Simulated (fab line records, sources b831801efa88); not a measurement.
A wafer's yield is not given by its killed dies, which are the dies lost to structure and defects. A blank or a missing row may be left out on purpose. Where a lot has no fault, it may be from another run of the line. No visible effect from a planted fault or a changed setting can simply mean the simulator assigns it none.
A single fault, viewed from 2 desks -- flow sky130 -- only its own numbers are on each desk; what lay behind them is given at the end

== AT THE TOOL OWNER'S DESK: implanter-04 ==
For each lot that ran on this tool, the mean over its sampled wafers that have a number, from the tool's own readings at SKY_GATE_OXIDE_IMPLANT_11. Marked OUT: a lot whose mean sits more than 4 standard deviations from the usual mean, which makes it out of limits; the brackets give that distance.
Columns: A = dose_ions_cm2 at SKY_GATE_OXIDE_IMPLANT_11, usual 2.5992e+12
lot,first seen here,A
L353,day 16 03:35,2.6021e+12
L354,day 16 04:09,2.5987e+12
L358,day 17 21:01,2.5975e+12
L360,day 18 08:28,2.5996e+12
L362,day 18 16:23,2.5946e+12
This desk's finding: nothing out of limits on any of the 5 lots.

== FROM THE METROLOGY DESK ==
What the gauges read, lot by lot, whatever tool the lot ran on: means of the sampled wafers that have a number. Marked OUT: a lot whose mean sits more than 4 standard deviations from the usual mean, which makes it out of limits; the brackets give that distance.
Columns: A = GATE_OXIDE_OXIDATION_00_THK at SKY_GATE_OXIDE_THK_MEAS_02, usual 10.20 nm; B = GATE_OXIDE_OVL at SKY_GATE_OXIDE_OVL_MEAS_10, usual 0.8 nm; C = GATE_OXIDE_TW at SKY_GATE_OXIDE_TW_MEAS_14, usual 225.9; D = POLY_GATE_CVD_00_THK at SKY_POLY_GATE_THK_MEAS_01, usual 180.5 nm; E = POLY_GATE_TW at SKY_RES_PROTECT_TW_MEAS_08, usual 4076; F = POLY_GATE_CVD_03_THK at SKY_POLY_GATE_THK_MEAS_04, usual 74.8 nm; G = cd_nm at SKY_POLY_GATE_CD_MEAS_13, usual 150.1 nm
lot,first seen here,A,B,C,D,E,F,G
L354,day 15 01:35,10.22,0.9,226.2,182.2,4112,74.9,150.9
L353,day 15 01:36,10.06,0.7,226.3,181.2,4026,74.8,151.1
L358,day 16 16:04,10.21,1.1,224.9,179.8,4029,74.8,152.2
L360,day 17 02:47,9.84,0.7,222.8,180.5,4043,75.1,150.1
L362,day 17 10:16,10.12,1.8,222.8,181.2,4046,75.7,150.9
L367,day 19 12:26,10.08,-1.3,225.0,181.3,4048,74.6,150.4
L368,day 19 16:24,9.89,-1.7,225.0,180.2,4129,74.2,152.1
This desk's finding: nothing out of limits on any of the 7 lots.

== ALL TOGETHER ==
The tool owner's desk saw nothing out of limits.
Nothing out of limits was seen by the metrology desk.

== WHAT THE SIMULATOR PUT IN ==
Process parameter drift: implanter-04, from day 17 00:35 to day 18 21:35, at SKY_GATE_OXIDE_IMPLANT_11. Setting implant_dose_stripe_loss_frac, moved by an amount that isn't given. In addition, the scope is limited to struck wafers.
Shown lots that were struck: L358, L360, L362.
